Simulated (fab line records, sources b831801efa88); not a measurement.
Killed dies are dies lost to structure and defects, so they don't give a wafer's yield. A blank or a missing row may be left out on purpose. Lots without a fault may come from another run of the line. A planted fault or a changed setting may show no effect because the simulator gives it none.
Chamber matching | flow sky130 | SKY_FIELD_ISO_ETCH_17 on rie_si-01: 4 sister chambers
The step etches Si in HBr/Cl2/O2, target depth 342 nm, time 97.7 s. 4 wafers are shown with their chamber, then 7 later ones without.

WAFERS WITH THEIR CHAMBER
wafer  | chamber | drypump_motor_current_A (A)
L305.4 | 2       | 5.6
L314.6 | 3       | 5.8
L315.2 | 0       | 6.7
L315.3 | 1       | 5.3

WAFERS WITHOUT THEIR CHAMBER
wafer  | drypump_motor_current_A (A)
L315.6 | 5.8
L316.1 | 5.6
L316.4 | 5.8
L316.6 | 5.6
L319.2 | 5.2
L319.4 | 5.8
L319.5 | 5.3

WHICH CHAMBER EACH WENT THROUGH
wafer  | from the rows above | in truth
L315.6 | 3                   | 3
L316.1 | 2                   | 2
L316.4 | 3                   | 3
L316.6 | 2                   | 2
L319.2 | 1                   | 1
L319.4 | 3                   | 3
L319.5 | 1                   | 1
Placed correctly: 7 of 7. Can't be placed from these rows: 0. Placed wrongly: 0.
How it was worked out, from the rows above alone: a wafer's distance from a chamber is the root of the sum, over the readings, of the square of ((its reading less the chamber's mean) divided by the reading's scatter). The wafer belongs to the nearest chamber; if the next one is less than 2 further off, it can't be placed. A chamber's mean is the mean of its shown wafers. The scatter: with one shown wafer a chamber, the root of the mean of the squares of how far each hidden wafer lies from its nearest shown one.
